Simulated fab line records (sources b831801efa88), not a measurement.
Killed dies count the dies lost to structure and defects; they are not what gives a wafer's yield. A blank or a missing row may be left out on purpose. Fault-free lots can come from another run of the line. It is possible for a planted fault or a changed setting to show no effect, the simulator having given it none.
Which tool was responsible? | flow gf180mcu | 72 wafers from 24 lots sampled at 6 of the route's 602 steps

== WHAT THE GAUGES READ, wafer by wafer ==
GF_V2_THK_MEAS_03. Usual: for V2_CVD_02_THK the level is 848 nm and the standard deviation is 11.
lot  | measured     | on            | V2_CVD_02_THK (nm) | flag
L074 | day 19 09:25 | film-metro-02 | 841 828 852        |
L075 | day 19 14:05 | film-metro-02 | 850 864 867        |
L076 | day 20 00:30 | film-metro-04 | 841 850 859        |
L077 | day 20 10:41 | film-metro-04 | 842 862 866        |
L078 | day 20 19:19 | film-metro-02 | 837 826 841        |
L079 | day 21 04:50 | film-metro-02 | 845 851 864        |
L080 | day 21 20:38 | film-metro-04 | 859 865 870        |
L081 | day 22 07:18 | film-metro-03 | 840 874 857        |
L083 | day 22 10:53 | film-metro-03 | 834 845 856        |
L082 | day 22 15:25 | film-metro-02 | 836 853 849        |
L084 | day 23 01:24 | film-metro-02 | 859 852 870        |
L085 | day 24 01:32 | film-metro-04 | 840 847 841        |
L086 | day 24 04:14 | film-metro-04 | 836 848 847        |
L088 | day 24 06:55 | film-metro-04 | 841 841 850        |
L087 | day 24 09:21 | film-metro-02 | 835 855 847        |
L089 | day 25 02:49 | film-metro-02 | 849 861 857        |
L090 | day 25 02:52 | film-metro-02 | 834 840 851        |
L091 | day 25 08:11 | film-metro-04 | 845 847 848        |
L092 | day 26 01:13 | film-metro-04 | 848 860 852        |
L093 | day 26 03:06 | film-metro-04 | 825 835 845        |
L094 | day 26 07:55 | film-metro-04 | 826 850 845        |
L095 | day 26 20:15 | film-metro-03 | 838 855 842        |
L096 | day 27 00:22 | film-metro-02 | 843 852 860        |
L097 | day 27 01:19 | film-metro-04 | 842 844 855        |

GF_M3_RS_MEAS_05: measures by four-point-probe. Usual: for M3_ALCU_RS the level is 0.0694 ohm/sq and the standard deviation is 0.00066.
lot  | measured     | on            | M3_ALCU_RS (ohm/sq)  | flag
L074 | day 20 11:41 | film-metro-01 | 0.0699 0.0693 0.0696 |
L075 | day 20 15:58 | film-metro-02 | 0.0706 0.0705 0.0706 |
L076 | day 21 02:11 | film-metro-02 | 0.0686 0.0693 0.0694 |
L077 | day 21 13:14 | film-metro-03 | 0.0705 0.0697 0.0696 |
L078 | day 21 21:42 | film-metro-03 | 0.0695 0.0690 0.0687 |
L079 | day 22 06:44 | film-metro-01 | 0.0698 0.0695 0.0693 |
L080 | day 23 03:57 | film-metro-01 | 0.0687 0.0680 0.0682 |
L081 | day 23 07:58 | film-metro-01 | 0.0697 0.0690 0.0693 |
L083 | day 23 10:23 | film-metro-03 | 0.0699 0.0707 0.0698 |
L082 | day 23 14:44 | film-metro-01 | 0.0693 0.0689 0.0698 |
L084 | day 24 05:05 | film-metro-01 | 0.0696 0.0694 0.0698 |
L085 | day 25 01:10 | film-metro-01 | 0.0688 0.0687 0.0691 |
L086 | day 25 04:23 | film-metro-01 | 0.0689 0.0688 0.0691 |
L088 | day 25 06:43 | film-metro-02 | 0.0692 0.0692 0.0692 |
L087 | day 25 09:16 | film-metro-03 | 0.0688 0.0684 0.0693 |
L089 | day 26 02:46 | film-metro-02 | 0.0702 0.0702 0.0700 |
L090 | day 26 02:50 | film-metro-03 | 0.0690 0.0695 0.0687 |
L091 | day 26 07:47 | film-metro-01 | 0.0691 0.0689 0.0693 |
L092 | day 27 00:16 | film-metro-01 | 0.0699 0.0694 0.0694 |
L093 | day 27 01:53 | film-metro-03 | 0.0702 0.0696 0.0707 |
L094 | day 27 06:29 | film-metro-01 | 0.0700 0.0695 0.0697 |
L095 | day 27 18:12 | film-metro-01 | 0.0698 0.0705 0.0696 |
L096 | day 27 21:49 | film-metro-03 | 0.0686 0.0692 0.0690 |
L097 | day 27 23:53 | film-metro-03 | 0.0697 0.0685 0.0688 |

GF_V5_OVL_MEAS_15. Usual: for V5_OVL the level is -3 nm and the standard deviation is 5.
lot  | measured     | on         | V5_OVL (nm) | flag
L074 | day 27 05:44 | overlay-02 | -1 -6 -3    |
L075 | day 27 18:53 | overlay-02 | 3 4 0       |
L076 | day 27 21:02 | overlay-01 | 2 5 -2      |
L077 | day 28 04:14 | overlay-02 | -4 -3 2     |
L078 | day 28 16:01 | overlay-01 | -1 -7 3     |
L079 | day 28 19:40 | overlay-01 | 1 -2 -1     |
L080 | day 29 13:50 | overlay-01 | 0 -4 -3     |
L081 | day 29 16:40 | overlay-02 | 0 -5 -8     |
L083 | day 29 20:47 | overlay-02 | -6 -1 -3    |
L082 | day 29 22:20 | overlay-01 | 2 8 7       |
L084 | day 30 10:47 | overlay-02 | -7 -2 5     |
L085 | day 31 03:44 | overlay-01 | -10 -14 -14 |
L086 | day 31 05:20 | overlay-01 | -4 3 -4     |
L088 | day 31 09:11 | overlay-01 | 1 -3 -5     |
L087 | day 31 11:05 | overlay-01 | -7 0 -3     |
L089 | day 31 22:32 | overlay-01 | 2 -10 -18   |
L090 | day 32 00:14 | overlay-01 | 7 -5 -5     |
L091 | day 32 04:38 | overlay-01 | 6 0 -9      |
L092 | day 32 18:07 | overlay-01 | -8 -1 -7    |
L093 | day 32 18:28 | overlay-02 | 6 -4 7      |
L094 | day 33 00:22 | overlay-02 | -5 -2 -10   |
L095 | day 33 08:53 | overlay-02 | -4 -4 -9    |
L096 | day 33 11:19 | overlay-01 | -9 -9 -7    |
L097 | day 33 12:35 | overlay-01 | 3 1 -6      |

== WHAT TOOL EACH LOT RAN ON (gives the tool, then ch and the chambers of the sampled wafers, and finally the start) ==
lot  | GF_M2_SPUTTER_03             | GF_M3_METAL_ETCH_16               | GF_V4_ETCH_16
L074 | pvd-sputter-03, day 18 08:03 | rie-metal-01 ch 0,1, day 21 11:22 | rie-diel-01 ch 3, day 24 10:07
L075 | pvd-sputter-04, day 18 13:25 | rie-metal-04 ch 0,1, day 21 16:12 | rie-diel-01 ch 2,3, day 25 00:43
L076 | pvd-sputter-04, day 18 23:28 | rie-metal-01 ch 0,1, day 22 02:06 | rie-diel-04 ch 0,2,3, day 25 03:43
L077 | pvd-sputter-03, day 19 09:46 | rie-metal-04 ch 0, day 22 12:28   | rie-diel-04 ch 0,1,3, day 25 10:07
L078 | pvd-sputter-04, day 19 18:04 | rie-metal-02 ch 0,1, day 22 21:00 | rie-diel-01 ch 0,2,3, day 25 23:37
L079 | pvd-sputter-03, day 20 03:56 | rie-metal-01 ch 0,1, day 23 05:28 | rie-diel-01 ch 1,2,3, day 26 03:43
L080 | pvd-sputter-04, day 20 19:06 | rie-metal-01 ch 0, day 24 02:08   | rie-diel-03 ch 0,2,3, day 26 22:43
L081 | pvd-sputter-04, day 21 06:52 | rie-metal-04 ch 0,1, day 24 06:15 | rie-diel-01 ch 0,1,2, day 27 02:25
L083 | pvd-sputter-01, day 21 11:13 | rie-metal-04 ch 0,1, day 24 09:18 | rie-diel-03 ch 1,2,3, day 27 06:33
L082 | pvd-sputter-04, day 21 14:55 | rie-metal-04 ch 0,1, day 24 12:28 | rie-diel-04 ch 0,1,3, day 27 07:54
L084 | pvd-sputter-03, day 22 00:53 | rie-metal-01 ch 0,1, day 25 03:31 | rie-diel-03 ch 1,2, day 27 21:40
L085 | pvd-sputter-01, day 23 02:43 | rie-metal-04 ch 0,1, day 25 22:22 | rie-diel-04 ch 0,2,3, day 28 15:19
L086 | pvd-sputter-03, day 23 04:45 | rie-metal-01 ch 0, day 26 01:31   | rie-diel-04 ch 1,2, day 28 18:31
L088 | pvd-sputter-03, day 23 07:17 | rie-metal-02 ch 0, day 26 03:16   | rie-diel-01 ch 0,1,2, day 28 21:07
L087 | pvd-sputter-03, day 23 09:38 | rie-metal-04 ch 0,1, day 26 06:43 | rie-diel-04 ch 0,1,2, day 28 23:31
L089 | pvd-sputter-03, day 24 03:57 | rie-metal-02 ch 0,1, day 26 23:15 | rie-diel-01 ch 0,3, day 29 13:25
L090 | pvd-sputter-01, day 24 04:01 | rie-metal-04 ch 0,1, day 26 23:44 | rie-diel-03 ch 2,3, day 29 15:30
L091 | pvd-sputter-01, day 24 08:54 | rie-metal-01 ch 0,1, day 27 04:12 | rie-diel-03 ch 0,1,2, day 29 19:34
L092 | pvd-sputter-04, day 25 02:28 | rie-metal-02 ch 0,1, day 27 19:51 | rie-diel-04 ch 1,2, day 30 09:49
L093 | pvd-sputter-01, day 25 04:43 | rie-metal-02 ch 0,1, day 27 22:15 | rie-diel-01 ch 0,3, day 30 11:28
L094 | pvd-sputter-03, day 25 09:48 | rie-metal-04 ch 0,1, day 28 02:25 | rie-diel-01 ch 0,2, day 30 16:18
L095 | pvd-sputter-03, day 25 22:41 | rie-metal-02 ch 1, day 28 14:28   | rie-diel-03 ch 1,2,3, day 31 03:10
L096 | pvd-sputter-04, day 26 02:27 | rie-metal-01 ch 0,1, day 28 16:55 | rie-diel-03 ch 0,2, day 31 05:37
L097 | pvd-sputter-04, day 26 03:46 | rie-metal-02 ch 1, day 28 19:17   | rie-diel-04 ch 0,2,3, day 31 07:04
- GF_M2_SPUTTER_03: material Ti, target thk 10 nm, time 6.7 s.
- GF_M3_METAL_ETCH_16: etches the open film in Cl2/BCl3, stops on SiO2, target depth 750.8 nm, time 125.1 s.
- GF_V4_ETCH_16: etches BARC in N2/H2.

== AS READ BY THE TOOLS THEMSELVES (means over the sampled wafers that have a number; for cases with no such wafer, the mark the record gives instead) ==
GF_M2_SPUTTER_03. Usual: chamber-pressure-pa 0.3000 Pa, standard deviation 0.00058; throttle-valve-pct 29.9 %, standard deviation 0.7.
lot  | tool           | chamber-pressure-pa (Pa) | throttle-valve-pct (%) | flag
L074 | pvd-sputter-03 | 0.2998                   | 29.5                   |
L075 | pvd-sputter-04 | 0.2997                   | 30.3                   |
L076 | pvd-sputter-04 | 0.2997                   | 30.8                   |
L077 | pvd-sputter-03 | 0.2995                   | 29.7                   |
L078 | pvd-sputter-04 | 0.3000                   | 30.3                   |
L079 | pvd-sputter-03 | 0.3006                   | 29.5                   |
L080 | pvd-sputter-04 | 0.3005                   | 30.4                   |
L081 | pvd-sputter-04 | 0.2998                   | 30.6                   |
L083 | pvd-sputter-01 | 0.3005                   | 30.1                   |
L082 | pvd-sputter-04 | 0.3005                   | 29.8                   |
L084 | pvd-sputter-03 | 0.3002                   | 29.6                   |
L085 | pvd-sputter-01 | 0.2999                   | 30.3                   |
L086 | pvd-sputter-03 | 0.3006                   | 29.8                   |
L088 | pvd-sputter-03 | 0.2998                   | 29.3                   |
L087 | pvd-sputter-03 | 0.2999                   | 29.9                   |
L089 | pvd-sputter-03 | 0.3006                   | 29.7                   |
L090 | pvd-sputter-01 | 0.3001                   | 29.6                   |
L091 | pvd-sputter-01 | 0.2995                   | 30.3                   |
L092 | pvd-sputter-04 | 0.3002                   | 29.9                   |
L093 | pvd-sputter-01 | 0.2995                   | 30.1                   |
L094 | pvd-sputter-03 | 0.3002                   | 29.5                   |
L095 | pvd-sputter-03 | 0.2998                   | 29.8                   |
L096 | pvd-sputter-04 | 0.2997                   | 30.0                   |
L097 | pvd-sputter-04 | 0.2995                   | 29.8                   |

GF_M3_METAL_ETCH_16. Usual: drypump-motor-current-A 5.7 A, standard deviation 0.33; oes-product-au 0.990 a.u., standard deviation 0.0052; rf-fwd-power-W 796.2 W, standard deviation 2.6; throttle-valve-pct 28.231 %, standard deviation 0.011.
lot  | tool         | drypump-motor-current-A (A) | oes-product-au (a.u.) | rf-fwd-power-W (W) | throttle-valve-pct (%) | flag
L074 | rie-metal-01 | 5.5                         | 0.990                 | 798.0              | 28.235                 |
L075 | rie-metal-04 | 5.9                         | 0.988                 | 793.2              | 28.233                 |
L076 | rie-metal-01 | 5.3                         | 0.989                 | 796.4              | 28.232                 |
L077 | rie-metal-04 | 5.8                         | 0.993                 | 795.0              | 28.229                 |
L078 | rie-metal-02 | 6.0                         | 0.991                 | 795.4              | 28.245                 |
L079 | rie-metal-01 | 5.3                         | 0.990                 | 796.5              | 28.214                 |
L080 | rie-metal-01 | 5.2                         | 0.993                 | 799.6              | 28.232                 |
L081 | rie-metal-04 | 5.8                         | 0.991                 | 794.7              | 28.227                 |
L083 | rie-metal-04 | 5.8                         | 0.987                 | 796.6              | 28.231                 |
L082 | rie-metal-04 | 5.8                         | 0.994                 | 798.4              | 28.229                 |
L084 | rie-metal-01 | 5.3                         | 1.000                 | 796.4              | 28.233                 |
L085 | rie-metal-04 | 5.8                         | 0.989                 | 796.8              | 28.233                 |
L086 | rie-metal-01 | 5.2                         | 0.987                 | 798.5              | 28.238                 |
L088 | rie-metal-02 | 6.4                         | 0.985                 | 797.6              | 28.229                 |
L087 | rie-metal-04 | 5.8                         | 0.993                 | 796.6              | 28.219                 |
L089 | rie-metal-02 | 6.0                         | 0.989                 | 793.8              | 28.233                 |
L090 | rie-metal-04 | 5.9                         | 0.989                 | 795.2              | 28.229                 |
L091 | rie-metal-01 | 5.3                         | 0.992                 | 798.9              | 28.225                 |
L092 | rie-metal-02 | 6.2                         | 0.986                 | 798.5              | 28.239                 |
L093 | rie-metal-02 | 6.2                         | 0.985                 | 798.9              | 28.221                 |
L094 | rie-metal-04 | 5.9                         | 0.987                 | 796.4              | 28.235                 |
L095 | rie-metal-02 | 5.8                         | 0.987                 | 792.9              | 28.226                 |
L096 | rie-metal-01 | 5.3                         | 0.995                 | 794.6              | 28.227                 |
L097 | rie-metal-02 | 5.8                         | 0.988                 | 791.6              | 28.232                 |

GF_V4_ETCH_16. Usual: drypump-motor-current-A 5.7 A, standard deviation 0.34; oes-product-au 0.855 a.u., standard deviation 0.0048; rf-fwd-power-W 495.1 W, standard deviation 2; throttle-valve-pct 13.223 %, standard deviation 0.0092.
lot  | tool        | drypump-motor-current-A (A) | oes-product-au (a.u.) | rf-fwd-power-W (W) | throttle-valve-pct (%) | flag
L074 | rie-diel-01 | 6.0                         | 0.852                 | 491.7              | 13.223                 |
L075 | rie-diel-01 | 5.7                         | 0.856                 | 495.0              | 13.240                 |
L076 | rie-diel-04 | 5.4                         | 0.857                 | 495.5              | 13.228                 |
L077 | rie-diel-04 | 5.4                         | 0.854                 | 495.6              | 13.223                 |
L078 | rie-diel-01 | 5.7                         | 0.851                 | 493.3              | 13.216                 |
L079 | rie-diel-01 | 5.8                         | 0.851                 | 495.3              | 13.220                 |
L080 | rie-diel-03 | 6.0                         | 0.856                 | 494.5              | 13.219                 |
L081 | rie-diel-01 | 5.6                         | 0.854                 | 493.7              | 13.212                 |
L083 | rie-diel-03 | 6.1                         | 0.852                 | 494.9              | 13.220                 |
L082 | rie-diel-04 | 5.4                         | 0.851                 | 498.1              | 13.227                 |
L084 | rie-diel-03 | 5.8                         | 0.854                 | 495.4              | 13.228                 |
L085 | rie-diel-04 | 5.4                         | 0.852                 | 495.5              | 13.226                 |
L086 | rie-diel-04 | 5.7                         | 0.860                 | 497.1              | 13.221                 |
L088 | rie-diel-01 | 5.6                         | 0.861                 | 496.4              | 13.226                 |
L087 | rie-diel-04 | 5.6                         | 0.856                 | 496.3              | 13.217                 |
L089 | rie-diel-01 | 5.7                         | 0.852                 | 494.0              | 13.227                 |
L090 | rie-diel-03 | 6.0                         | 0.854                 | 494.6              | 13.219                 |
L091 | rie-diel-03 | 5.8                         | 0.854                 | 495.3              | 13.224                 |
L092 | rie-diel-04 | 5.7                         | 0.856                 | 494.8              | 13.217                 |
L093 | rie-diel-01 | 5.8                         | 0.854                 | 494.9              | 13.220                 |
L094 | rie-diel-01 | 5.5                         | 0.851                 | 493.3              | 13.220                 |
L095 | rie-diel-03 | 6.1                         | 0.859                 | 494.5              | 13.229                 |
L096 | rie-diel-03 | 5.7                         | 0.856                 | 496.9              | 13.228                 |
L097 | rie-diel-04 | 5.4                         | 0.858                 | 496.5              | 13.228                 |

== THE ANSWER, worked out from the rows above alone ==
Rule: a lot is off if the mean of its wafers that have a number lies more than 3 standard deviations from the usual mean. A lot without any number at a reading at which 4 lots or more have one is off too. Any other lot the step has rows for is counted as sound. The gauges are gone through in route order, then the tools' own readings, and for those a lot's mean is taken as printed above. The first step at which some lot is off is used, and at that step the reading that is off furthest; a lot without a number counts as furthest.
None of the lots is off at any reading shown; this tells nothing.

== WHAT THE SIMULATOR HAD INSERTED ==
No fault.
